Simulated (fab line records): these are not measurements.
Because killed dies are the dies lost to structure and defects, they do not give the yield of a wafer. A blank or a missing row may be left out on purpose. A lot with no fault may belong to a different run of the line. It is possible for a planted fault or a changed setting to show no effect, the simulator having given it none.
Chamber matching || flow gf180mcu || 3 sister chambers for GF_V4_CVD_02 on pecvd-02
The step deposits SiO2 from TEOS, target thk 850 nm, time 94.851 s. 14 wafers are shown with their chamber, then 7 later ones without.

## EACH WAFER AND ITS CHAMBER
{"wafer": "L077.3", "chamber": 2, "heater power w (W)": 785, "heater power outer w (W)": 492}
{"wafer": "L077.5", "chamber": 2, "heater power w (W)": 658, "heater power outer w (W)": 380}
{"wafer": "L077.6", "chamber": 0, "heater power w (W)": 729, "heater power outer w (W)": 430}
{"wafer": "L085.2", "chamber": 2, "heater power w (W)": 656, "heater power outer w (W)": 381}
{"wafer": "L085.3", "chamber": 1, "heater power w (W)": 558, "heater power outer w (W)": 348}
{"wafer": "L085.5", "chamber": 0, "heater power w (W)": 767, "heater power outer w (W)": 445}
{"wafer": "L088.2", "chamber": 0, "heater power w (W)": 724, "heater power outer w (W)": 442}
{"wafer": "L088.3", "chamber": 2, "heater power w (W)": 747, "heater power outer w (W)": 462}
{"wafer": "L088.5", "chamber": 0, "heater power w (W)": 599, "heater power outer w (W)": 335}
{"wafer": "L089.3", "chamber": 2, "heater power w (W)": 795, "heater power outer w (W)": 498}
{"wafer": "L089.4", "chamber": 1, "heater power w (W)": 568, "heater power outer w (W)": 340}
{"wafer": "L089.6", "chamber": 0, "heater power w (W)": 603, "heater power outer w (W)": 332}
{"wafer": "L092.2", "chamber": 0, "heater power w (W)": 716, "heater power outer w (W)": 429}
{"wafer": "L092.3", "chamber": 1, "heater power w (W)": 588, "heater power outer w (W)": 362}

SIGNATURES (means of the wafers above)
{"reading": "heater power w", "chamber 0": 689.67, "chamber 1": 571.33, "chamber 2": 728.20, "scatter within a chamber": 63.1}
{"reading": "heater power outer w", "chamber 0": 402.17, "chamber 1": 350.00, "chamber 2": 442.60, "scatter within a chamber": 50.6}
Rule: for each reading, subtract the chamber's mean from the wafer's reading, divide by that reading's scatter and square the result; add these up over the readings and take the root, which gives the wafer's distance from the chamber. The wafer belongs to the nearest chamber; if the next one is less than 2 further off, it can't be placed. The scatter: take each reading less its chamber's mean, square it, sum over the shown wafers, divide by the number of wafers less the number of chambers, and take the root.

## WAFERS WITH NO CHAMBER GIVEN
{"wafer": "L092.5", "heater power w (W)": 778, "heater power outer w (W)": 459}
{"wafer": "L094.1", "heater power w (W)": 567, "heater power outer w (W)": 340}
{"wafer": "L094.3", "heater power w (W)": 663, "heater power outer w (W)": 401}
{"wafer": "L094.5", "heater power w (W)": 596, "heater power outer w (W)": 369}
{"wafer": "L095.1", "heater power w (W)": 553, "heater power outer w (W)": 335}
{"wafer": "L095.4", "heater power w (W)": 596, "heater power outer w (W)": 354}
{"wafer": "L095.5", "heater power w (W)": 734, "heater power outer w (W)": 430}

## CHAMBER TAKEN BY EACH
{"wafer": "L092.5", "from the rows above": "can't be placed: 2 or 0", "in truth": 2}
{"wafer": "L094.1", "from the rows above": 1, "in truth": 1}
{"wafer": "L094.3", "from the rows above": "can't be placed: 0 or 2 or 1", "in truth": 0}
{"wafer": "L094.5", "from the rows above": "can't be placed: 1 or 0", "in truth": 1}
{"wafer": "L095.1", "from the rows above": 1, "in truth": 1}
{"wafer": "L095.4", "from the rows above": "can't be placed: 1 or 0", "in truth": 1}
{"wafer": "L095.5", "from the rows above": "can't be placed: 2 or 0", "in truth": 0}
Correctly placed: 2 of 7. From these rows, 5 cannot be placed; in 5 the true chamber is one of the candidates. Wrongly placed: 0.
